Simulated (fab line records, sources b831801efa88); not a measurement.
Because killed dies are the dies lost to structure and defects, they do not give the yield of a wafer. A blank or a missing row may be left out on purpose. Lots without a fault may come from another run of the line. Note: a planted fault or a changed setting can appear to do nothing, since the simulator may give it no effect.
8D (eight disciplines) problem report, filled in by code / flow sky130 / the parts of the form that need people (team, actions taken, sign-off) are left out

## 1. WHAT WENT WRONG
Wafers free of any fault read 1433 (standard deviation 14) for LDD_HVN_TW at SKY_LDD_HVN_TW_MEAS_10, against a mean of 1355 on 6 wafers of 2 lots. Relative to the usual mean, that is a shift of -5.5 standard deviations.
First seen on wafer L876.1, day 27 04:39, on filmMetro-01. At this step, 39 wafers from 13 lots have a number in the record. Rule for "out" (also "out of limits"): further than 4 standard deviations from the usual mean. All remaining wafers that have a number are taken as sound.

## 2. WHAT IT IS, AND WHAT IT ISN'T
question=which readings at this step | is=LDD_HVN_TW | is not=-
question=which lots | is=L876, L879 | is not=L857, L858, L859, L861, L862, L866, L867, L868, L871, L873, L880
question=which wafers of those lots | is=all that have a number | is not=-
question=read on which gauges | is=filmMetro-01, filmMetro-04 | is not=filmMetro-02
question=when | is=from day 27 04:39 | is not=up to then (30 sound wafers); but 3 sound wafers of L880 came after

## 3. THE SUSPECTS, EACH WITH WHAT RULES IT OUT
Counting: a tool stays on the suspect list if, at a process step up to the reading, it processed all lots that are out and no sound lot following the first of them.
- the gauge at SKY_LDD_HVN_TW_MEAS_10 is ruled out. Those wafers that are out were read across 2 gauges (filmMetro-01, filmMetro-04).
- implanter-03 at SKY_LDD_HVN_IMPLANT_08: kept. Every lot that is out went through it, starting with L876 (day 27 04:24), and after that it ran no sound lot; the last sound lot it ran before then is L867 (day 24 06:01). Out on those wafers are its own readings of beamEnergyKeV.
The count leaves implanter-03 at SKY_LDD_HVN_IMPLANT_08.

## 4. THE CAUSE (what the simulator had put in)
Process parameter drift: implanter-03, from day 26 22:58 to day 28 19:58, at SKY_LDD_HVN_IMPLANT_08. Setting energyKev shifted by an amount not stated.
Only this tool survived the counting.

## 5. SEQUENCE OF EFFECTS, ordered by route
Rows list readings where the struck wafers' mean (over those with a number) sits beyond 3 standard deviations from the usual. Only readings whose record carries a usual standard deviation are examined. hours: median over the lots of the time between each lot's start at the first step of this table that gives one and its start at this step. sigmas: the change, counted in usual standard deviations.
hours=0; step=SKY_LDD_HVN_IMPLANT_08; reading=beamEnergyKeV; usual=59.998; on struck wafers=48.243; change=-11.755; sigmas=-99 or more
hours=0; step=SKY_LDD_HVN_TW_MEAS_10; reading=LDD_HVN_TW; usual=1433; on struck wafers=1355; change=-78; sigmas=-5.5
The process steps in it:
- SKY_LDD_HVN_IMPLANT_08
Later measuring or inspecting steps at which every struck wafer that the step has a row for has a number for every such reading, and none has moved that far: SKY_LDD_LDN_TW_MEAS_13, SKY_SD_P_OVL_MEAS_08.

## 6. HOW IT WOULD HAVE BEEN CAUGHT EARLIER
The first out-of-limits reading at a measuring or inspecting step in this record came at day 27 04:39, 6 hours after the fault's start at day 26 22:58.
The tool's own readings at SKY_LDD_HVN_IMPLANT_08 were out on every struck wafer that the step has a row for (beamEnergyKeV): an alarm limit on them would have fired on the first of those.
L879, from the lots that are out (2), started SKY_LDD_HVN_IMPLANT_08 on implanter-03 later than day 27 04:39. Had the tool been put on hold then, it would have been spared.
